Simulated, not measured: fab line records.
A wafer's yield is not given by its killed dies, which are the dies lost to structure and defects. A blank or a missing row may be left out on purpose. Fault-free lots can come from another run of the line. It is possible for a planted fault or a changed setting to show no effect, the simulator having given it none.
Tool commonality check | flow gf180mcu | 15 lots and 54 wafers in the sample

WHAT PROMPTED THE OPENING
At GF_NSD_OVL_MEAS_08 the reading NSD_OVL is flagged on 3 of 15 lots. Wafers without a fault read 0.1 nm, standard deviation 1.3.
Rule: flag the lot when none of its wafers has a number, or when each of its wafers that has one lies beyond 4 standard deviations from that mean. The rest of the lots are taken to be sound.

lot  | measured     | on         | NSD_OVL (nm), wafer by wafer        | flag
L380 | day 12 23:22 | overlay-02 | -0.1 -0.5 0.5                       |
L381 | day 14 03:49 | overlay-02 | -1.2 0.0 0.4                        |
L382 | day 14 13:22 | overlay-01 | -1.0 -0.5 -1.7                      |
L383 | day 14 14:48 | overlay-02 | -3.0 -0.9 -3.8                      |
L388 | day 16 15:29 | overlay-02 | -0.7 -0.7 -1.3                      |
L390 | day 16 17:25 | overlay-02 | 185.9 187.5 184.6 185.8 186.9 184.4 | FLAGGED
L391 | day 17 04:28 | overlay-01 | 186.2 185.6 186.0 185.9 185.3 185.6 | FLAGGED
L392 | day 17 08:10 | overlay-02 | 184.1 185.1 184.5 183.7 185.3 184.3 | FLAGGED
L393 | day 18 03:34 | overlay-01 | -0.2 0.5 1.0                        |
L394 | day 18 06:55 | overlay-01 | 2.2 2.2 1.5                         |
L395 | day 18 17:17 | overlay-02 | -0.1 -0.3 -3.6                      |
L397 | day 19 12:02 | overlay-01 | -1.0 1.4 0.9                        |
L398 | day 20 01:55 | overlay-02 | 0.1 1.3 -1.6                        |
L401 | day 20 19:04 | overlay-02 | -2.5 -0.4 -0.1                      |
L402 | day 20 23:22 | overlay-02 | -0.8 -2.9 0.6                       |
On average the flagged lots read 185.4 nm, which is +185.3 nm against the usual, or +99 or more standard deviations.

EACH LOT AND THE TOOL IT RAN ON
The record holds 1 process step before the reading, out of a route of 602 steps. Each cell gives the tool, then ch followed by the chambers the sampled wafers passed through, then the start.
lot  | flag    | GF_NSD_EXPOSE_04
L380 |         | iline stepper-01 ch 0, day 12 13:42
L381 |         | iline stepper-02 ch 0, day 13 17:58
L382 |         | iline stepper-01 ch 0, day 14 02:28
L383 |         | iline stepper-02 ch 0, day 14 04:20
L388 |         | iline stepper-02 ch 0, day 16 03:38
L390 | FLAGGED | iline stepper-01 ch 0, day 16 06:14
L391 | FLAGGED | iline stepper-01 ch 0, day 16 17:06
L392 | FLAGGED | iline stepper-01 ch 0, day 16 20:59
L393 |         | iline stepper-02 ch 0, day 17 15:51
L394 |         | iline stepper-02 ch 0, day 17 19:40
L395 |         | iline stepper-02 ch 0, day 18 05:02
L397 |         | iline stepper-02 ch 0, day 18 23:22
L398 |         | iline stepper-02 ch 0, day 19 13:28
L401 |         | iline stepper-02 ch 0, day 20 07:19
L402 |         | iline stepper-02 ch 0, day 20 10:38
What these steps do:
- GF_NSD_EXPOSE_04: exposes mask Nplus, target cd 400 nm.
- GF_NSD_OVL_MEAS_08

FLAGGED AGAINST TOTAL, ONE TOOL AT A TIME (gauges that did the reading follow at the end)
step               | tool             | lots run | flagged | share of the flagged lots | sound lots run after its first flagged lot
GF_NSD_EXPOSE_04   | iline stepper-01 | 5        | 3       | all                       | 0
GF_NSD_EXPOSE_04   | iline stepper-02 | 10       | 0       | none                      | -
GF_NSD_OVL_MEAS_08 | overlay-01       | 5        | 1       | some                      | 3 (L393,L394,L397)
GF_NSD_OVL_MEAS_08 | overlay-02       | 10       | 2       | some                      | 4 (L395,L398,L401,L402)

WHAT THE TABLE PERMITS
In the table, 1 row covers all flagged lots: iline stepper-01 at GF_NSD_EXPOSE_04.
- iline stepper-01 at GF_NSD_EXPOSE_04 ran 5 lots, 3 of them flagged. Last sound lot L382 at day 14 02:28, first flagged lot L390 at day 16 06:14; a fault beginning in between fits.
What remains is a single tool, iline stepper-01 at GF_NSD_EXPOSE_04.

WHAT THE SIMULATOR PUT IN
Scanner matching overlay: iline stepper-01, from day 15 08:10 on, at GF_NSD_EXPOSE_04. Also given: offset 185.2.
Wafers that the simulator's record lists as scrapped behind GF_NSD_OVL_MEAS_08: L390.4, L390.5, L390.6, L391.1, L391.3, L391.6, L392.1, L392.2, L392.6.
Lots struck among those shown: L390, L391, L392. This agrees with what the rule above found.
